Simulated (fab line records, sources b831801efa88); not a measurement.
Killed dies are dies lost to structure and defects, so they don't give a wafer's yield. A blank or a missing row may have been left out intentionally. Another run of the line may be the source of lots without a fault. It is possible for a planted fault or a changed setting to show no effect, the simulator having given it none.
fab line records	flow sky130
record: lots: 9	wafers: 27	last_day: 50
route steps=708 shown METAL1@452 VIA1@482 METAL2@501 VIA2@509 PAD_OPEN@708
lots with no fault: from the same line, run without faults
start_h: hours from the record's first day to the start of the lot's first wafer shown	wait_h: hours since the lot's step before	" unchanged from the row above	L1.1+2: a row that stands for several wafers	- no value present, or no start provided	* or withheld: withheld	< > ~ a bound
route shown NAME@n: a module of which the file shows steps, and the number in the route of the first	usual: the fault-free wafers' mean and standard deviation	same: alike in all rows	chamber/n: place in a boat	sites: the reading at each site	_std_site: standard deviation across them	_edge_site: inner sites' mean taken away from outer sites' mean	radius_mm: for every site, how far away it sits from the centre of the wafer	mask NAME#n: copy n	behind: the most recent tool/chamber to have shaped the wafer	hold: the reason the lot was held/the length of the hold in hours/how it ended	device: the transistor (n, p or np) that didn't switch	end of line: the tests these same wafers got at the end of their route	a step without rows: its recipe alone	killed: at the first sort, the dies lost to defects and structure; wafer yield is something else	map: the dies of a wafer, with x for killed, . for not killed, _ for no die there
set.NAME: setting as actually run; set.NAME@STEP: the setting as run at that earlier step	model.NAME: the simulator's own value behind a step, which no gauge read
route steps across a sampled set of lots; one table per step, one row per wafer
services: from which hour (start_h, from the record's first day; less than 0 if before it) a tool's chamber was out of use, for how many hours, and why
== steps ==
step: SKY_METAL1_ETCH_18
recipe: chemistry: N2/H2	target: BARC	ion_energy_ev: 200	bias_w: 100	pressure_mtorr: 30	n2_flow_sccm: 100	h2_flow_sccm: 200	icp_w: 500	stop_on: SiO2	time_s: 45.9	target_depth_a: 600
usual: bias_w: 100.0/0.31	chamber_pressure_mTorr: 30.00/0.033	drypump_motor_current_A: 6.0/0.74	h2_flow_sccm: 200.0/0.54	oes_product_au: 0.855/0.0046	throttle_valve_pct: 13.226/0.009
lot.wafer	tool	chamber	start_h	wait_h	bias_w	chamber_pressure_mTorr	drypump_motor_current_A	h2_flow_sccm	oes_product_au	rf_hours_counter_h	throttle_valve_pct
L387.2	rie_metal-04	0	758.66	0.0	99.8	29.99	6.3	200.3	0.858	6	13.223
L387.3	"	0	"	"	99.6	29.94	6.3	200.8	0.862	-	13.226
L387.5	"	0	"	"	100.0	30.08	6.3	199.8	0.861	-	13.222
L390.2	rie_metal-01	0	787.91	0.0	100.7	29.99	5.9	200.3	0.850	12	13.234
L390.4	"	1	"	"	100.1	30.02	4.9	200.2	0.857	-	13.237
L390.5	"	1	"	"	99.8	29.98	4.9	199.7	0.857	-	13.237
L391.1	rie_metal-04	0	789.96	0.0	99.4	30.01	6.3	200.0	0.852	7	13.224
L391.2	"	1	"	"	100.3	30.00	5.3	200.1	0.857	14	13.225
L391.5	"	1	"	"	100.4	30.04	5.3	199.8	0.859	-	13.226
L394.2	rie_metal-01	1	821.46	0.0	100.0	30.06	4.9	199.9	0.859	6	13.211
L394.4	"	0	"	"	99.6	29.97	5.9	199.7	0.863	-	13.228
L394.5	"	0	"	"	99.8	30.01	5.9	199.6	0.859	-	13.217
L398.3	rie_metal-03	0	858.54	0.1	100.4	29.95	6.8	199.8	0.849	-	13.240
L398.5	"	0	"	"	100.7	29.98	6.8	199.6	0.854	-	13.219
L398.6	"	0	"	"	100.3	29.97	6.8	200.2	0.850	-	13.222
L399.3	rie_metal-01	1	866.38	0.0	99.8	29.97	4.9	199.5	0.853	-	13.211
L399.4	"	0	"	"	99.3	29.97	5.9	200.9	0.854	-	13.235
L399.5	"	0	"	"	99.8	29.97	5.9	199.7	0.855	-	13.227
L402.1	rie_metal-04	0	879.09	0.0	99.4	30.03	6.3	200.3	0.850	10	13.244
L402.2	"	1	"	"	100.1	30.00	5.3	199.5	0.858	1	13.221
L402.3	"	1	"	"	100.1	29.98	5.3	199.1	0.848	-	13.218
L407.1	rie_metal-04	1	927.86	0.0	99.4	30.04	5.3	199.2	0.850	3	13.227
L407.3	"	0	"	"	99.7	29.99	6.3	199.4	0.850	-	13.226
L407.5	"	0	"	"	99.7	29.97	6.3	198.7	0.858	-	13.221
L410.2	rie_metal-03	1	938.06	0.0	100.3	30.02	5.4	200.2	0.854	5	13.212
L410.3	"	0	"	"	99.7	30.00	6.8	199.9	0.852	-	13.231
L410.4	"	1	"	"	99.6	29.99	5.4	199.6	0.860	-	13.228
step: SKY_VIA1_CMP_24
recipe: stop_on: SiO2	t_overpolish_s: 15	down_force_psi: 3.5	platen_rpm: 60	target_thk_nm: 0	pad_velocity_m_s: 0.94248
usual: motor_current_A: 10.6/1	overpolish_run_s: 15.000/0.0099	time_to_endpoint_s: 66/3.8
lot.wafer	tool	chamber	start_h	wait_h	motor_current_A	overpolish_run_s	time_to_endpoint_s
L387.2	cmp-02	2	788.04	0.0	8.7	14.994	69
L387.3	"	0	"	"	11.8	14.996	63
L387.5	"	3	"	"	10.4	14.991	67
L390.2	cmp-02	3	816.36	0.0	10.1	15.008	62
L390.4	"	0	"	"	11.5	14.992	61
L390.5	"	3	"	"	10.4	15.017	63
L391.2	cmp-01	0	818.06	0.1	12.0	15.004	70
L391.1	"	1	"	"	10.6	14.988	70
L391.5	"	2	"	"	10.3	14.983	69
L394.2	cmp-01	0	850.38	0.0	12.1	15.000	68
L394.4	"	1	"	"	11.5	14.999	70
L394.5	"	0	"	"	11.6	14.998	71
L398.3	cmp-01	0	886.75	0.2	11.5	15.004	69
L398.5	"	1	"	"	10.9	14.994	69
L398.6	"	2	"	"	10.9	14.978	67
L399.4	cmp-02	3	895.00	0.1	10.3	14.996	64
L399.3	"	0	"	"	12.1	14.998	62
L399.5	"	2	"	"	8.9	14.988	67
L402.3	cmp-02	0	906.85	0.0	11.3	14.997	66
L402.1	"	1	"	"	11.0	15.007	63
L402.2	"	2	"	"	9.0	14.988	69
L407.3	cmp-01	1	954.55	0.0	10.6	15.016	67
L407.1	"	0	"	"	12.8	15.012	69
L407.5	"	1	"	"	10.9	15.006	66
L410.2	cmp-02	1	964.25	0.0	11.3	15.001	60
L410.4	"	3	"	"	10.1	15.010	61
L410.3	"	0	"	"	11.4	15.001	57
step: SKY_METAL2_ETCH_18
recipe: chemistry: N2/H2	target: BARC	ion_energy_ev: 200	bias_w: 100	pressure_mtorr: 30	n2_flow_sccm: 100	h2_flow_sccm: 200	icp_w: 500	stop_on: SiO2	time_s: 45.9	target_depth_a: 600
usual: bias_w: 100.0/0.31	chamber_pressure_mTorr: 30.00/0.034	drypump_motor_current_A: 5.9/0.63	h2_flow_sccm: 200.1/0.57	oes_product_au: 0.855/0.0045	throttle_valve_pct: 13.225/0.0092
lot.wafer	tool	chamber	start_h	wait_h	bias_w	chamber_pressure_mTorr	drypump_motor_current_A	h2_flow_sccm	oes_product_au	rf_hours_counter_h	throttle_valve_pct
L387.2	rie_metal-04	1	814.07	0.0	99.9	30.05	5.3	199.7	0.851	14	13.223
L387.3	"	1	"	"	100.3	30.04	5.3	199.4	0.851	-	13.194
L387.5	"	1	"	"	100.3	29.99	5.3	199.1	0.858	-	13.228
L390.2	rie_metal-04	0	843.91	0.1	100.2	30.03	6.3	200.9	0.849	-	13.233
L390.4	"	0	"	"	100.2	29.95	6.3	200.0	0.853	-	13.227
L390.5	"	0	"	"	99.5	29.98	6.3	200.3	0.847	-	13.220
L391.1	rie_metal-02	0	845.37	0.0	99.7	30.03	5.7	200.7	0.844	13	13.229
L391.2	"	1	"	"	100.2	29.99	5.1	199.7	0.856	5	13.227
L391.5	"	1	"	"	99.5	29.99	5.1	200.1	0.853	-	13.212
L394.2	rie_metal-03	0	876.88	0.1	99.8	30.00	6.8	199.2	0.862	-	13.213
L394.4	"	0	"	"	99.1	29.98	6.8	199.6	0.853	-	13.221
L394.5	"	0	"	"	99.8	29.96	6.8	199.5	0.857	-	13.214
L398.3	rie_metal-03	0	912.49	0.0	-	-	-	-	-	-	-
L398.5	"	1	"	"	-	-	-	-	-	-	-
L398.6	"	0	"	"	-	-	-	-	-	-	-
L399.3	rie_metal-04	1	920.54	0.0	-	-	-	-	-	-	-
L399.4	"	0	"	"	-	-	-	-	-	-	-
L399.5	"	0	"	"	-	-	-	-	-	-	-
L402.1	rie_metal-03	1	932.47	0.0	99.5	29.98	5.5	200.6	0.862	5	13.224
L402.2	"	0	"	"	99.8	30.02	6.8	200.0	0.861	15	13.211
L402.3	"	1	"	"	99.8	30.02	5.4	200.0	0.853	-	13.223
L407.1	rie_metal-04	0	978.66	0.0	99.7	30.01	6.3	200.2	0.859	14	13.231
L407.3	"	0	"	"	99.8	30.00	6.3	200.1	0.852	-	13.214
L407.5	"	0	"	"	100.0	29.99	6.3	200.4	0.856	-	13.217
L410.2	rie_metal-04	1	988.46	0.0	100.4	30.05	5.3	199.7	0.853	7	13.223
L410.3	"	1	"	"	100.2	30.01	5.3	199.8	0.853	-	13.240
L410.4	"	0	"	"	99.8	30.06	6.3	200.5	0.856	-	13.242
step: SKY_METAL2_METAL_ETCH_19
recipe: target_depth_a: 3600	stop_on: SiO2	over_etch_frac: 0.3	time_s: 78	chemistry: Cl2/BCl3	resist_sidewall_deg: 88	pressure_mtorr: 10	icp_w: 900	bias_w: 48.5	Cl2_flow_sccm: 60	bcl3_flow_sccm: 30
usual: bcl3_flow_sccm: 30.02/0.091	bias_w: 48.50/0.16	drypump_motor_current_A: 5.9/0.63	oes_product_au: 0.854/0.0058	throttle_valve_pct: 22.265/0.0084
lot.wafer	tool	chamber	start_h	wait_h	bcl3_flow_sccm	bias_w	drypump_motor_current_A	oes_product_au	rf_hours_counter_h	throttle_valve_pct
L387.2	rie_metal-04	1	814.14	0.0	29.92	48.44	5.3	0.843	14	22.265
L387.3	"	1	"	"	29.99	48.48	5.3	0.856	-	22.257
L387.5	"	1	"	"	30.07	48.35	5.3	0.859	-	22.251
L390.2	rie_metal-04	0	844.05	0.1	30.11	48.43	6.3	0.853	-	22.266
L390.4	"	0	"	"	30.08	48.54	6.3	0.855	-	22.263
L390.5	"	0	"	"	30.04	48.36	6.3	0.857	-	22.272
L391.1	rie_metal-02	0	845.44	0.0	29.99	48.76	5.7	0.848	13	22.259
L391.2	"	1	"	"	29.94	48.20	5.1	0.858	5	22.271
L391.5	"	1	"	"	30.00	48.44	5.1	0.853	-	22.272
L394.2	rie_metal-03	0	877.01	0.1	30.24	48.49	6.8	0.849	-	22.262
L394.4	"	0	"	"	30.25	48.45	6.8	0.857	-	22.264
L394.5	"	0	"	"	30.03	48.55	6.8	0.846	-	22.261
L398.3	rie_metal-03	0	912.56	0.1	30.16	48.82	6.8	0.387	-	22.268
L398.5	"	1	"	"	29.97	48.65	5.4	0.377	-	22.277
L398.6	"	0	"	"	30.22	48.58	6.8	0.370	-	22.270
L399.3	rie_metal-04	1	920.61	0.1	29.87	48.61	5.3	0.373	-	22.273
L399.4	"	0	"	"	29.95	48.51	6.3	0.380	-	22.275
L399.5	"	0	"	"	30.01	48.51	6.3	0.376	-	22.257
L402.1	rie_metal-03	1	932.54	0.0	29.92	48.60	5.4	0.859	5	22.256
L402.2	"	0	"	"	29.97	48.57	6.8	0.852	15	22.254
L402.3	"	1	"	"	29.94	48.71	5.5	0.856	-	22.257
L407.1	rie_metal-04	0	978.72	0.0	30.07	48.44	6.3	0.864	14	22.272
L407.3	"	0	"	"	30.14	48.49	6.3	0.865	-	22.267
L407.5	"	0	"	"	30.04	48.46	6.3	0.861	-	22.284
L410.2	rie_metal-04	1	988.52	0.0	30.02	48.53	5.3	0.859	7	22.266
L410.3	"	1	"	"	29.94	48.62	5.3	0.848	-	22.258
L410.4	"	0	"	"	30.11	48.57	6.3	0.858	-	22.260
step: SKY_METAL2_STRIP_20
recipe: chemistry: O2/N2	power_w: 1400	pressure_mtorr: 1500	platen_temp_c: withheld	o2_flow_sccm: 3000	n2_flow_sccm: 300	overash_fraction: 0.5
usual: drypump_motor_current_A: 5.8/0.45	oes_product_au: 0.343/0.005	strip_time_to_endpoint_s: 2.70/0.043
lot.wafer	tool	chamber	start_h	wait_h	drypump_motor_current_A	oes_product_au	rf_hours_counter_h	strip_time_to_endpoint_s
L387.2	plasma_asher-03	0	814.23	0.1	6.5	0.345	103	2.72
L387.3	"	0	"	"	6.5	0.347	-	2.74
L387.5	"	0	"	"	6.5	0.346	-	2.72
L390.2	plasma_asher-02	0	844.20	0.1	5.9	0.339	69	2.72
L390.4	"	1	"	"	5.4	0.340	-	2.71
L390.5	"	0	"	"	5.9	0.348	-	2.70
L391.1	plasma_asher-02	0	845.53	0.1	5.9	0.341	69	2.70
L391.2	"	1	"	"	5.3	0.350	69	2.76
L391.5	"	0	"	"	5.9	0.342	-	2.74
L394.2	plasma_asher-02	0	877.16	0.1	5.9	0.342	73	2.63
L394.4	"	1	"	"	5.4	0.344	-	2.69
L394.5	"	0	"	"	5.9	0.344	-	2.68
L398.3	plasma_asher-03	0	912.65	0.1	6.5	0.361	-	3.16
L398.5	"	1	"	"	5.6	0.362	-	3.20
L398.6	"	0	"	"	6.5	0.359	-	3.11
L399.3	plasma_asher-03	0	920.70	0.1	6.5	0.360	-	3.19
L399.4	"	1	"	"	5.6	0.363	-	3.25
L399.5	"	0	"	"	6.5	0.367	-	3.22
L402.1	plasma_asher-03	0	932.63	0.1	6.4	0.337	115	2.69
L402.2	"	1	"	"	5.6	0.346	115	2.66
L402.3	"	0	"	"	6.5	0.350	-	2.72
L407.1	plasma_asher-02	1	978.81	0.1	5.4	0.341	84	2.77
L407.3	"	1	"	"	5.3	0.340	-	2.78
L407.5	"	0	"	"	5.9	0.348	-	2.81
L410.2	plasma_asher-04	1	988.61	0.1	5.1	0.345	26	2.71
L410.3	"	0	"	"	5.7	0.345	-	2.73
L410.4	"	1	"	"	5.1	0.347	-	2.80
step: SKY_VIA2_CMP_02
recipe: material: SiO2	down_force_psi: 4	platen_rpm: 60	pad_velocity_m_s: 0.94248
usual: motor_current_A: 11.8/1.1
lot.wafer	tool	chamber	start_h	wait_h	motor_current_A
L387.2	cmp-01	2	815.09	0.1	11.2
L387.3	"	3	"	"	11.0
L387.5	"	1	"	"	12.2
L390.4	cmp-01	2	846.83	1.7	11.5
L390.2	"	3	"	"	11.2
L390.5	"	2	"	"	12.4
L391.2	cmp-01	1	847.13	0.9	11.9
L391.1	"	3	"	"	10.3
L391.5	"	1	"	"	11.9
L394.2	cmp-02	2	878.18	0.3	8.8
L394.4	"	0	"	"	13.4
L394.5	"	1	"	"	12.1
L402.2	cmp-02	1	933.46	0.1	12.2
L402.1	"	2	"	"	9.4
L402.3	"	3	"	"	11.3
L407.1	cmp-01	3	979.73	0.2	10.5
L407.3	"	1	"	"	11.5
L407.5	"	3	"	"	10.6
L410.2	cmp-02	0	989.39	0.0	12.9
L410.4	"	2	"	"	9.6
L410.3	"	3	"	"	11.3
step: SKY_PAD_OPEN_PROBE_99
usual: defect_limited_yield: 82.1/1.9	killed_at_M0_to_M3: 44/7.3	killed_at_M4_up: 3.5/1.8	killed_at_contacts: 24/5.8	killed_at_front_end: 16/4.3	killed_at_other: 0.5/0.68	killed_dies: 88/9.4	killed_on_rim: 17/3.7	killed_open: 48/6.8	killed_short: 40/6.1	sort_bin_3_pad_short: 0.9/0.39	sort_bin_5_function: 10.5/1.4	sort_bin_6_memory: 6.4/1.1	sort_n_pass: 404/9.4	sort_yield_pct: 82.1/1.9
same: gross_dies: 492	killed_at_back_side: 0	sort_bin_4_leakage[%]: 0	sort_bin_8_speed[%]: 0
lot.wafer	tool	chamber	start_h	wait_h	defect_limited_yield[%]	killed_at_M0_to_M3	killed_at_M4_up	killed_at_contacts	killed_at_front_end	killed_at_other	killed_dies	killed_on_rim	killed_open	killed_short	sort_bin_3_pad_short[%]	sort_bin_5_function[%]	sort_bin_6_memory[%]	sort_n_pass	sort_yield_pct[%]
L390.2	prober-01	-	1095.38	0.1	79.9	62	6	18	13	0	99	15	54	44	1.4	12.0	6.7	393	79.9
L390.4	prober-01	-	1095.48	0.2	85.8	30	3	18	19	0	70	16	39	30	0.6	8.3	5.3	422	85.8
L390.5	prober-01	-	1095.53	0.2	81.9	41	3	22	23	0	89	20	52	37	1.2	9.8	7.1	403	81.9
L391.1	prober-02	-	1096.83	0.1	82.1	46	4	24	14	0	88	21	49	38	0.8	11.8	5.3	404	82.1
L391.2	prober-02	-	1096.88	0.1	82.1	45	2	24	16	1	88	16	44	44	0.8	11.0	6.1	404	82.1
L391.5	prober-02	-	1097.03	0.2	83.5	33	2	32	13	1	81	18	45	34	1.2	9.3	5.9	411	83.5
L398.3	prober-01	-	1146.56	0.2	0	450	8	16	18	0	492	96	55	35	1.2	93.3	5.5	0	0
L398.5	prober-01	-	1146.66	0.2	0	458	2	16	15	1	492	96	45	34	1.2	92.9	5.9	0	0
L398.6	prober-01	-	1146.71	0.2	0	453	2	18	17	2	492	96	50	44	0.6	91.7	7.7	0	0
L399.3	prober-01	-	1155.35	0.2	0	451	1	23	16	1	492	96	51	38	1.4	91.9	6.7	0	0
L399.4	prober-01	-	1155.40	0.2	0	451	4	17	20	0	492	96	44	35	0.8	93.1	6.1	0	0
L399.5	prober-01	-	1155.45	0.2	0	439	4	38	10	1	492	96	49	48	0.6	91.5	7.9	0	0
L402.1	prober-01	-	1164.21	0.1	82.1	36	4	21	26	1	88	17	45	42	0.8	11.4	5.7	404	82.1
L402.2	prober-01	-	1164.26	0.1	82.3	40	4	18	25	0	87	13	51	35	1.2	10.8	5.7	405	82.3
L402.3	prober-01	-	1164.31	0.2	83.3	40	1	25	16	0	82	12	44	37	1.0	8.9	6.7	410	83.3
killed by level:class
L390.2 VIA1:geometric_particle:open=14 VIA3:geometric_particle:open=14 METAL1:geometric_particle:short=12 CONTACT:geometric_particle:open=8 VIA1:geometric_particle:short=6 POLY_GATE:geometric_particle:short=5 METAL2:geometric_particle:short=5 CONTACT:geometric_particle:short=4
L390.4 CONTACT:geometric_particle:open=7 FIELD_ISO:geometric_particle:open=6 VIA1:geometric_particle:open=6 CONTACT:geometric_particle:short=4 LI_CONTACT:geometric_particle:open=4 VIA3:geometric_particle:open=4 FIELD_ISO:geometric_particle:short=3 POLY_GATE:geometric_particle:open=3
L390.5 VIA3:geometric_particle:open=9 FIELD_ISO:geometric_particle:open=8 CONTACT:geometric_particle:open=8 LI_CONTACT:geometric_particle:open=7 VIA2:geometric_particle:open=7 VIA1:geometric_particle:open=5 METAL2:geometric_particle:short=5 POLY_GATE:geometric_particle:short=4
L391.1 CONTACT:geometric_particle:open=9 VIA3:geometric_particle:open=9 METAL1:geometric_particle:short=8 VIA1:geometric_particle:open=8 LI_CONTACT:geometric_particle:open=7 VIA2:geometric_particle:open=7 FIELD_ISO:geometric_particle:open=5 POLY_GATE:geometric_particle:short=4
L391.2 VIA1:geometric_particle:open=8 CONTACT:geometric_particle:short=7 METAL2:geometric_particle:short=7 CONTACT:geometric_particle:open=6 LI_CONTACT:geometric_particle:open=6 FIELD_ISO:geometric_particle:open=5 FIELD_ISO:geometric_particle:short=5 VIA2:geometric_particle:open=5
L391.5 CONTACT:geometric_particle:open=13 VIA1:geometric_particle:open=6 VIA3:geometric_particle:open=6 LI_CONTACT:geometric_particle:short=5 LI_CONTACT:geometric_particle:open=5 METAL2:geometric_particle:short=5 FIELD_ISO:geometric_particle:open=4 LOCAL_INTERCONNECT:geometric_particle:short=4
L398.3 METAL2:area_etch=401 VIA2:geometric_particle:open=10 VIA1:geometric_particle:open=9 CONTACT:geometric_particle:open=8 VIA1:geometric_particle:short=6 VIA3:geometric_particle:open=6 FIELD_ISO:geometric_particle:open=5 POLY_GATE:geometric_particle:short=4
L398.5 METAL2:area_etch=411 METAL1:geometric_particle:short=14 VIA3:geometric_particle:open=8 VIA2:geometric_particle:open=7 CONTACT:geometric_particle:open=6 FIELD_ISO:geometric_particle:open=5 VIA1:geometric_particle:short=5 CONTACT:geometric_particle:short=4
L398.6 METAL2:area_etch=396 VIA1:geometric_particle:open=15 METAL1:geometric_particle:short=8 CONTACT:geometric_particle:open=7 VIA2:geometric_particle:open=7 VIA1:geometric_particle:short=6 LI_CONTACT:geometric_particle:open=6 METAL2:geometric_particle:short=6
L399.3 METAL2:area_etch=403 VIA3:geometric_particle:open=10 LI_CONTACT:geometric_particle:open=9 VIA1:geometric_particle:open=8 METAL1:geometric_particle:short=6 VIA2:geometric_particle:open=6 CONTACT:geometric_particle:open=5 CONTACT:geometric_particle:short=5
L399.4 METAL2:area_etch=412 VIA1:geometric_particle:open=9 VIA2:geometric_particle:open=9 METAL2:geometric_particle:short=7 CONTACT:geometric_particle:short=6 VIA1:geometric_particle:short=6 FIELD_ISO:geometric_particle:open=5 LI_CONTACT:geometric_particle:open=5
L399.5 METAL2:area_etch=394 CONTACT:geometric_particle:open=11 VIA3:geometric_particle:open=11 LI_CONTACT:geometric_particle:open=9 CONTACT:geometric_particle:short=9 VIA1:geometric_particle:short=8 LI_CONTACT:geometric_particle:short=5 VIA2:geometric_particle:open=5
L402.1 CONTACT:geometric_particle:open=10 POLY_GATE:geometric_particle:short=7 FIELD_ISO:geometric_particle:short=6 VIA3:geometric_particle:open=6 VIA1:geometric_particle:short=5 VIA2:geometric_particle:open=5 FIELD_ISO:geometric_particle:open=4 POLY_GATE:geometric_particle:open=4
L402.2 VIA1:geometric_particle:open=11 CONTACT:geometric_particle:open=10 VIA3:geometric_particle:open=10 FIELD_ISO:geometric_particle:short=6 FIELD_ISO:geometric_particle:open=5 METAL1:geometric_particle:short=5 POLY_GATE:geometric_particle:short=5 POLY_GATE:geometric_particle:open=5
L402.3 METAL1:geometric_particle:short=9 CONTACT:geometric_particle:open=8 VIA1:geometric_particle:open=8 LI_CONTACT:geometric_particle:open=6 LI_CONTACT:geometric_particle:short=6 VIA2:geometric_particle:open=6 POLY_GATE:geometric_particle:short=5 METAL1:geometric_particle:open=4
== services ==
tool	chamber	start_h	hours	kind
rie_metal-03	1	740.73	168.5	repair
cmp-01	-	744.02	4.0	pm
plasma_asher-03	-	746.18	2.1	repair
cmp-02	-	753.16	0.5	repair
cmp-02	-	754.38	1.3	repair
cmp-02	-	756.85	4.5	repair
plasma_asher-03	-	758.71	14.6	pm
cmp-01	-	783.15	0.3	repair
plasma_asher-03	-	789.88	0.8	repair
rie_metal-03	0	812.66	2.0	repair
cmp-02	-	843.37	5.6	repair
rie_metal-03	0	843.56	13.8	repair
cmp-01	-	876.30	3.9	pm
cmp-02	-	884.25	6.9	pm
cmp-01	-	903.75	0.4	repair
rie_metal-04	-	904.66	0.3	repair
rie_metal-01	-	910.34	0.9	repair
cmp-02	-	915.22	4.0	pm
plasma_asher-02	-	917.20	0.4	repair
plasma_asher-03	-	933.10	1.2	repair
rie_metal-04	0	948.33	18.1	repair
cmp-01	-	980.66	5.3	pm
plasma_asher-02	-	988.31	2.2	repair
plasma_asher-02	-	988.39	0.8	repair
== key ==
first_sign: step: SKY_METAL2_ETCH_18	reading: tool_record	direction: missing
effect: step: SKY_METAL2_METAL_ETCH_19	reading: oes_product_au	direction: down	sigmas: 83	usual: 0.854	struck: 0.377
effect: step: SKY_METAL2_STRIP_20	reading: strip_time_to_endpoint_s	direction: up	sigmas: 11	usual: *	struck: *
effect: step: SKY_PAD_OPEN_PROBE_99	reading: sort_bin_5_function	direction: up	sigmas: 59	usual: 10.5	struck: 92.4
more_kills_born_at: SKY_METAL2_ETCH_18@rie_metal-04: 1209	SKY_METAL2_ETCH_18@rie_metal-03: 1208
met_at SKY_METAL2_ETCH_18
struck_lots L398,L399
later_rows_left_out L398.3,L398.5,L398.6,L399.3,L399.4,L399.5
not_acting_at SKY_METAL1_ETCH_18,SKY_VIA1_CMP_24,SKY_VIA2_CMP_02
onset_between 876.88 912.49
fault: kind: skipped_step_whole	tool: rie_metal-03,rie_metal-04	chamber: -	onset_h: 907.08	steps: SKY_METAL2_ETCH_18	scope: struck_lots_only
later_rows_left_out: the simulator's readings of these wafers behind a module that went badly wrong aren't trusted and aren't shown, but for the sort
